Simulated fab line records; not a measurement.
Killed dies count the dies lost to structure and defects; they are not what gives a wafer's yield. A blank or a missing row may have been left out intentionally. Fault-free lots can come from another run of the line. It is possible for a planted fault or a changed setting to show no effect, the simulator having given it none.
Comparing a struck lot with a sound one    flow sky130    16 steps out of a route of 708
Sound: wafers L750.1, L750.2, L750.6. Struck: wafer L766.4. (L766.5, L766.6 of the same lot were not struck and are left out.) The cause comes at the end.
Order at every step that has rows: each side's tool, ch and its chambers, its first start. Under that, the readings that differ: sound wafers    struck wafers    difference of the means    sigmas: that difference in standard deviations of wafers without a fault.
alike: readings with means less than 2 such deviations apart, plus words and numbers identical on both sides. not compared: withheld readings, readings lacking a value on some wafer, bounds such as >300 that could conceal the same value, and numbers that have no deviation in the record and whose values overlap.
A row with sigmas, a row that says differs or no value, or rows on one side alone: a step with any of these is where the two part. Numbers that don't overlap but have no deviation are shown without sigmas and don't part them. A reading missing from all wafers of one side parts the sides only when that side holds two or more wafers.

first, 3 steps without rows for these wafers: SKY_METAL1_EXPOSE_12 (exposes mask MM1, target cd 140 nm); SKY_METAL1_PEB_13; SKY_METAL1_DEVELOP_14 (develop time 60 s).
SKY_METAL1_CD_MEAS_15: the cd target is 140 nm.
  sound on cd-sem-01 at day 33 14:41; struck on cd-sem-01 at day 38 18:13
reading     sound              struck  difference  sigmas
cd-nm (nm)  140.9 140.5 142.5  138.1   -3.2        -2
SKY_METAL1_OVL_MEAS_16:
  sound on overlay-02 at day 33 14:48; struck on overlay-02 at day 38 18:18
  alike: METAL1_OVL
SKY_METAL1_DESCUM_17: chemistry O2, time 8 s.
  sound on rie-metal-01 ch 0,1, day 33 14:50; struck on rie-metal-03 ch 1, day 38 18:20
  alike: drypump-motor-current-A, oes-product-au
  not compared: rf-hours-counter-h
SKY_METAL1_ETCH_18: etches BARC in N2/H2, stops on SiO2, time 45.9 s, target depth 60 nm.
  sound on rie-metal-01 ch 0,1, day 33 14:52; struck on rie-metal-03 ch 1, day 38 18:22
  alike: drypump-motor-current-A, oes-product-au, throttle-valve-pct
  not compared: rf-hours-counter-h
SKY_METAL1_METAL_ETCH_19: etches the open film in Cl2/BCl3, stops on SiO2, target depth 360 nm, time 78 s.
  sound on rie-metal-01 ch 0,1, day 33 14:56; struck on rie-metal-03 ch 1, day 38 18:26
  alike: drypump-motor-current-A, oes-product-au, throttle-valve-pct
  not compared: rf-hours-counter-h
SKY_METAL1_STRIP_20: strips in O2/N2.
  sound on plasma-asher-03 ch 0,1, day 33 15:01; struck on plasma-asher-02 ch 0, day 38 18:32
  alike: drypump-motor-current-A, oes-product-au, strip-time-to-endpoint-s
  not compared: rf-hours-counter-h
then, 3 steps without rows for these wafers: SKY_METAL1_STRIP_21 (strips in post etch residue remover, time 1200 s); SKY_METAL1_CLEAN_22 (cleans in IPA, time 180 s); SKY_METAL1_CLEAN_23 (cleans in O3/DIW).
SKY_VIA1_HDPCVD_00: deposits SiO2, target thk 1030 nm, time 171.7 s.
  sound on hdpcvd-01 ch 0,1, day 33 15:44; struck on hdpcvd-01 ch 0, day 38 19:09
reading                                   sound              struck  difference  sigmas
sih4-flow-sccm (sccm)                     60.04 59.96 60.30  29.84   -30.26      -99 or more
model.SiO2_of_VIA1_HDPCVD_00.thk-nm (nm)  1013 1017 1010     503.7   -509.6      
  alike: pressure-mtorr
SKY_VIA1_THK_MEAS_01:
  sound on film-metro-01 at day 33 15:52; struck on film-metro-01 at day 38 19:14
reading               sound           struck  difference  sigmas
VIA1_HDPCVD_THK (nm)  1013 1017 1011  503     -511        -51
SKY_VIA1_CMP_02: polishes SiO2.
  sound on cmp-02 ch 0,2,3, day 33 15:55; struck on cmp-02 ch 2, day 38 19:16
  alike: motor-current-A, slurry-filter-dp-kPa
-- the record jumps here: 11 days lie between the struck wafers' starts before and after (it left off in module VIA1 and takes up again in module PAD_OPEN, whose first step shown is number 708 of the route) --
SKY_PAD_OPEN_PROBE_99:
  sound on prober-01 at day 46 12:50; struck on prober-01 at day 50 06:46
reading                                sound              struck     difference  sigmas
model.etest.tester.sort-n-pass         387 397 400        240        -155        
model.etest.tester.sort_bin_3_pct (%)  0.813 1.016 1.016  32.72      +31.77      
model.etest.tester.sort-yield-pct (%)  78.66 80.69 81.3   48.78      -31.44      
model.etest.met2-comb.leak-log10-a-um  -11.9 -12 -11.85   -7.293     +4.624      
model.etest.tester.sort_bin_4_pct (%)  0 0 0              1.347e-09  +1.347e-09  
model.etest.tester.sort_bin_8_pct (%)  0 0 0              1.067e-10  +1.067e-10  
  alike: defect-limited-yield, killed_at_M0_to_M3, killed_at_M4_up, killed-at-contacts, killed-at-front-end, killed-at-other, killed-dies, killed-open, killed-short

## WHERE THEY PART
Earliest at SKY_METAL1_CD_MEAS_15; latest, in this record, at SKY_VIA1_THK_MEAS_01. Later steps at which nothing parts them and some readings are alike: SKY_VIA1_CMP_02, SKY_PAD_OPEN_PROBE_99.

WHY: what had been put in by the simulator
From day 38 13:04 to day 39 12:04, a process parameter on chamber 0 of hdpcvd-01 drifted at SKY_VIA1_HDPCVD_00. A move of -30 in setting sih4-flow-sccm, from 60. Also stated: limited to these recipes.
